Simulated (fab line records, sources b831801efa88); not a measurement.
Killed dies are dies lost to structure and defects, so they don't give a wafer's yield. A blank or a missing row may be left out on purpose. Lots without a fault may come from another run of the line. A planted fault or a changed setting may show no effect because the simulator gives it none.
fab line records | flow sky130
record lots=12 wafers=36 last_day=50
route steps=708 shown SONOS_ONO@168 LI_CONTACT@365 METAL1@449
lots that met no fault: from a run of the same line without faults
start_h: hours from the record's first day to the start of the lot's first wafer shown | wait_h: hours since the lot's step before | " the same as in the row above | L1.1+2: a row that stands for several wafers | - no value, or no start given | * or withheld: withheld | < > ~ a bound
route shown NAME@n: a module of which the file shows steps, and the number in the route of the first | usual: mean/standard deviation of fault-free wafers | same: alike in all rows | chamber/n: place in a boat | sites: the reading at each site | _std_site: their standard deviation | _edge_site: outer sites' mean less inner sites' | radius_mm: how far each site lies from the wafer's centre | mask NAME#n: copy n | behind: the tool/chamber that last shaped the wafer | hold: why the lot was held/for how many hours/how that ended | device: the transistor (n, p or np) that didn't switch | end of line: the same wafers' tests at the end of the route | a step without rows: its recipe alone | killed: dies lost to structure and defects at the first sort, not the wafer's yield | map: a wafer's dies, x killed, . not, _ none there
set.NAME: the setting as run; set.NAME@STEP: as run at that earlier step | model.NAME: the simulator's own value behind a step, which no gauge read
steps of the route over a sample of lots; a table a step, a row a wafer
services: from which hour (start_h, from the record's first day; less than 0 if before it) a tool's chamber was out of use, for how many hours, and why
## steps
# step SKY_SONOS_ONO_OXIDATION_00
# recipe temp_c=800 ambient=O2 idle_temp_c=700 ramp_up_c_per_min=10 ramp_down_c_per_min=3 stabilise_s=600 purge_s=300 target_thk_a=26 ox_time_s=1249
# usual spike_tc_bottom_C=818.0/3 spike_tc_centre_C=801.8/1.1 spike_tc_lower_C=799.3/1.5 spike_tc_top_C=815.6/2.5 spike_tc_upper_C=800.7/1.2
# columns lot.wafer tool chamber start_h wait_h spike_tc_bottom_C spike_tc_centre_C spike_tc_lower_C spike_tc_top_C spike_tc_upper_C
L707.3 furnace-01 0 268.64 0.9 815.8 801.0 798.1 817.8 800.7
L707.5 " 0 " " 814.7 801.6 797.4 815.8 801.0
L707.6 " 0 " " 816.9 800.9 796.5 818.0 800.6
L708.1 furnace-01 0 274.53 1.7 813.8 803.8 798.5 818.2 800.3
L708.4 " 0 " " 815.4 803.0 797.2 819.0 799.8
L708.6 " 0 " " 815.4 798.9 798.1 816.5 801.9
L709.1 furnace-01 0 283.29 0.9 816.2 801.2 796.9 817.8 799.7
L709.3 " 0 " " 815.6 801.0 798.0 817.9 799.2
L709.4 " 0 " " 815.0 801.5 797.1 818.3 799.4
L710.1 furnace-01 0 292.65 0.0 815.4 801.1 797.4 816.9 800.6
L710.5 " 0 " " 816.6 799.6 800.2 815.2 803.0
L710.6 " 0 " " 817.1 801.5 797.4 816.3 800.0
L712.2 furnace-01 0 309.74 0.7 815.8 799.8 797.9 819.0 799.5
L712.4 " 0 " " 816.1 801.1 798.8 818.2 799.6
L712.5 " 0 " " 815.2 803.2 798.0 818.3 800.0
L715.2 furnace-01 0 335.47 0.7 814.4 804.2 798.4 815.2 801.4
L715.3 " 0 " " 815.7 801.1 797.2 818.0 799.5
L715.6 " 0 " " 815.9 800.6 799.6 816.7 800.8
L716.1 furnace-01 0 339.35 0.0 816.6 800.9 798.4 816.9 801.0
L716.5 " 0 " " 816.6 800.7 799.3 815.4 800.9
L716.6 " 0 " " 815.0 801.9 796.8 818.2 800.6
L721.1 furnace-02 0 376.13 1.8 821.4 803.0 800.5 812.6 801.1
L721.4 " 0 " " 822.2 801.2 802.2 812.7 803.0
L721.5 " 0 " " 819.6 802.3 801.4 812.3 803.3
L722.1 furnace-02 0 395.50 0.5 822.0 803.7 799.9 813.8 802.1
L722.2 " 0 " " 821.6 803.4 801.7 812.8 803.4
L722.4 " 0 " " 823.6 802.8 799.1 812.6 799.9
L725.1 furnace-02 0 413.20 0.2 832.6 810.8 811.0 820.5 811.9
L725.3 " 0 " " 832.4 811.8 809.7 821.5 811.2
L725.6 " 0 " " 832.9 811.6 809.7 823.3 810.7
L726.1 furnace-02 0 413.20 0.1 830.9 812.3 811.2 822.1 811.2
L726.4 " 0 " " 832.9 812.9 812.1 823.4 813.7
L726.6 " 0 " " 831.4 813.9 810.2 821.9 812.2
L728.2 furnace-01 0 428.62 0.0 816.7 800.5 798.7 818.8 800.5
L728.5 " 0 " " 816.6 802.2 800.0 818.2 799.1
L728.6 " 0 " " 816.7 802.7 798.6 817.9 801.9
# step SKY_SONOS_ONO_THK_MEAS_01
# recipe reads=SiO2_of_SONOS_ONO_OXIDATION_00
# usual SONOS_ONO_OXIDATION_THK=2.57/0.052
# columns lot.wafer tool chamber start_h wait_h hold SONOS_ONO_OXIDATION_THK[nm]
L707.3 film_metro-01 - 270.01 0.0 - 2.51
L707.5 " - " " - 2.55
L707.6 " - " " - 2.57
L708.1 film_metro-01 - 275.88 0.0 - 2.64
L708.4 " - " " - 2.57
L708.6 " - " " - 2.62
L709.1 film_metro-01 - 284.64 0.0 - 2.62
L709.3 " - " " - 2.56
L709.4 " - " " - 2.60
L710.1 film_metro-03 - 294.00 0.0 - 2.47
L710.5 " - " " - 2.49
L710.6 " - " " - 2.37
L712.2 film_metro-02 - 311.10 0.0 - 2.61
L712.4 " - " " - 2.59
L712.5 " - " " - 2.60
L715.2 film_metro-03 - 336.83 0.0 - 2.51
L715.3 " - " " - 2.55
L715.6 " - " " - 2.50
L716.1 film_metro-03 - 340.69 0.0 - 2.60
L716.5 " - " " - 2.60
L716.6 " - " " - 2.64
L721.1 film_metro-03 - 377.47 0.0 - 2.63
L721.4 " - " " - 2.55
L721.5 " - " " - 2.62
L722.1 film_metro-01 - 396.85 0.0 - 2.64
L722.2 " - " " - 2.56
L722.4 " - " " - 2.60
L725.1 film_metro-02 - 414.55 0.0 await_dispo/0.2h/release 2.95
L725.3 " - " " await_dispo/0.2h/release 2.95
L725.6 " - " " await_dispo/0.2h/release 2.89
L725.1 film_metro-02 - 414.77 0.2 - 3.00
L725.3 " - " " - 2.98
L725.6 " - " " - 3.00
L726.1 film_metro-01 - 414.55 0.0 await_dispo/0.2h/release 3.03
L726.4 " - " " await_dispo/0.2h/release 2.99
L726.6 " - " " await_dispo/0.2h/release 2.98
L726.1 film_metro-01 - 414.77 0.2 - 2.98
L726.4 " - " " - 2.98
L726.6 " - " " - 2.99
L728.2 film_metro-03 - 429.97 0.0 - 2.54
L728.5 " - " " - 2.55
L728.6 " - " " - 2.50
# step SKY_SONOS_ONO_CD_MEAS_13
# recipe target_cd_nm=410
# usual cd_nm=410.5/2.5
# columns lot.wafer tool chamber start_h wait_h cd_nm
L707.3 cd_sem-01 - 297.64 0.1 406.4
L707.5 " - " " 408.8
L707.6 " - " " 405.1
L708.1 cd_sem-01 - 304.84 0.1 409.3
L708.4 " - " " 408.8
L708.6 " - " " 410.3
L709.1 cd_sem-02 - 312.20 0.1 412.2
L709.3 " - " " 410.9
L709.4 " - " " 409.9
L710.1 cd_sem-02 - 322.70 0.1 408.8
L710.5 " - " " 409.6
L710.6 " - " " 410.0
L712.2 cd_sem-02 - 340.17 0.1 413.2
L712.4 " - " " 413.9
L712.5 " - " " 413.9
L715.2 cd_sem-01 - 367.27 0.1 406.7
L715.3 " - " " 408.0
L715.6 " - " " 407.7
L716.1 cd_sem-02 - 370.69 0.1 410.4
L716.5 " - " " 407.5
L716.6 " - " " 407.3
L721.1 cd_sem-02 - 408.90 0.1 408.0
L721.4 " - " " 407.1
L721.5 " - " " 410.2
L722.1 cd_sem-01 - 428.15 0.1 410.9
L722.2 " - " " 410.1
L722.4 " - " " 411.6
L725.1 cd_sem-02 - 446.90 0.1 414.6
L725.3 " - " " 412.8
L725.6 " - " " 411.2
L726.1 cd_sem-01 - 447.20 0.1 408.0
L726.4 " - " " 408.2
L726.6 " - " " 407.0
L728.2 cd_sem-02 - 462.47 0.1 411.7
L728.5 " - " " 409.2
L728.6 " - " " 410.0
# step SKY_LI_CONTACT_BOW_MEAS_03
# recipe mode=bow
# usual LI_CONTACT_BOW=55/6.2
# columns lot.wafer tool chamber start_h wait_h LI_CONTACT_BOW[um]
L707.3 film_metro-02 - 661.88 0.3 54
L707.5 " - " " 50
L707.6 " - " " 50
L708.1 film_metro-02 - 669.98 0.2 62
L708.4 " - " " 73
L708.6 " - " " 55
L709.1 film_metro-03 - 683.44 0.2 57
L709.3 " - " " 51
L709.4 " - " " 63
L710.1 film_metro-04 - 691.81 0.1 62
L710.5 " - " " 52
L710.6 " - " " 49
L712.2 film_metro-04 - 712.95 0.1 58
L712.4 " - " " 51
L712.5 " - " " 56
L715.2 film_metro-04 - 738.45 0.3 56
L715.3 " - " " 56
L715.6 " - " " 55
L716.1 film_metro-04 - 739.62 0.1 62
L716.5 " - " " 50
L716.6 " - " " 50
L721.1 film_metro-02 - 775.12 0.2 58
L721.4 " - " " 61
L721.5 " - " " 55
L722.1 film_metro-02 - 791.72 0.1 60
L722.2 " - " " 45
L722.4 " - " " 60
L725.1 film_metro-03 - 805.93 0.1 56
L725.3 " - " " 50
L725.6 " - " " 57
L726.1 film_metro-04 - 806.32 0.1 65
L726.4 " - " " 70
L726.6 " - " " 56
L728.2 film_metro-04 - 818.75 0.1 61
L728.5 " - " " 36
L728.6 " - " " 53
# step SKY_METAL1_CD_MEAS_15
# recipe target_cd_nm=140
# usual cd_nm=139.9/1.6
# columns lot.wafer tool chamber start_h wait_h cd_nm
L707.3 cd_sem-01 - 776.14 - 140.4
L707.5 " - " " 140.2
L707.6 " - " " 140.6
L708.1 cd_sem-02 - 784.00 - 138.8
L708.4 " - " " 138.7
L708.6 " - " " 139.8
L709.1 cd_sem-02 - 800.80 - 140.5
L709.3 " - " " 140.0
L709.4 " - " " 141.3
L710.1 cd_sem-02 - 806.60 - 138.9
L710.5 " - " " 139.4
L710.6 " - " " 139.7
L712.2 cd_sem-02 - 822.91 - 141.0
L712.4 " - " " 140.8
L712.5 " - " " 141.2
L715.2 cd_sem-02 - 847.81 - 139.1
L715.3 " - " " 138.7
L715.6 " - " " 137.6
L716.1 cd_sem-01 - 848.95 - 138.7
L716.5 " - " " 138.3
L716.6 " - " " 137.9
L721.1 cd_sem-02 - 884.34 - 140.0
L721.4 " - " " 139.1
L721.5 " - " " 137.8
L722.1 cd_sem-01 - 899.50 - 140.7
L722.2 " - " " 141.0
L722.4 " - " " 141.4
L725.1 cd_sem-01 - 914.40 - 140.4
L725.3 " - " " 139.1
L725.6 " - " " 140.4
L726.1 cd_sem-01 - 914.75 - 139.9
L726.4 " - " " 140.9
L726.6 " - " " 141.0
L728.2 cd_sem-01 - 925.22 - 137.5
L728.5 " - " " 139.3
L728.6 " - " " 139.5
## services
# columns tool chamber start_h hours kind
furnace-01 - 258.04 4.8 pm
furnace-01 - 295.25 2.8 pm
furnace-02 - 358.97 7.4 pm
## key
first_sign step=SKY_SONOS_ONO_OXIDATION_00 reading=spike_tc_centre_C direction=up sigmas=9.3 usual=801.8 struck=812.2
effect step=SKY_SONOS_ONO_OXIDATION_00 reading=spike_tc_upper_C direction=up sigmas=9.1 usual=800.7 struck=811.8
effect step=SKY_SONOS_ONO_THK_MEAS_01 reading=visit direction=added
effect step=SKY_SONOS_ONO_THK_MEAS_01 reading=SONOS_ONO_OXIDATION_THK direction=up sigmas=7.6 usual=2.57 struck=2.96
met_at SKY_SONOS_ONO_OXIDATION_00
struck_lots L725,L726
tester_left_out L725,L726
not_acting_at SKY_SONOS_ONO_CD_MEAS_13,SKY_LI_CONTACT_BOW_MEAS_03,SKY_METAL1_CD_MEAS_15
onset_between 395.50 413.20
fault kind=process_parameter_drift tool=furnace-02 chamber=- onset_h=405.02 steps=SKY_SONOS_ONO_OXIDATION_00 channel=temp_c offset=* shape=step end_h=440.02 acts_in=* stated=*
# tester_left_out: of these lots the tester's yield and bins aren't shown, on N5 and GAA mostly nor the transistor test; their killed dies are dies lost to structure and defects alone, not to doping, threshold or leakage, so they don't give the yield
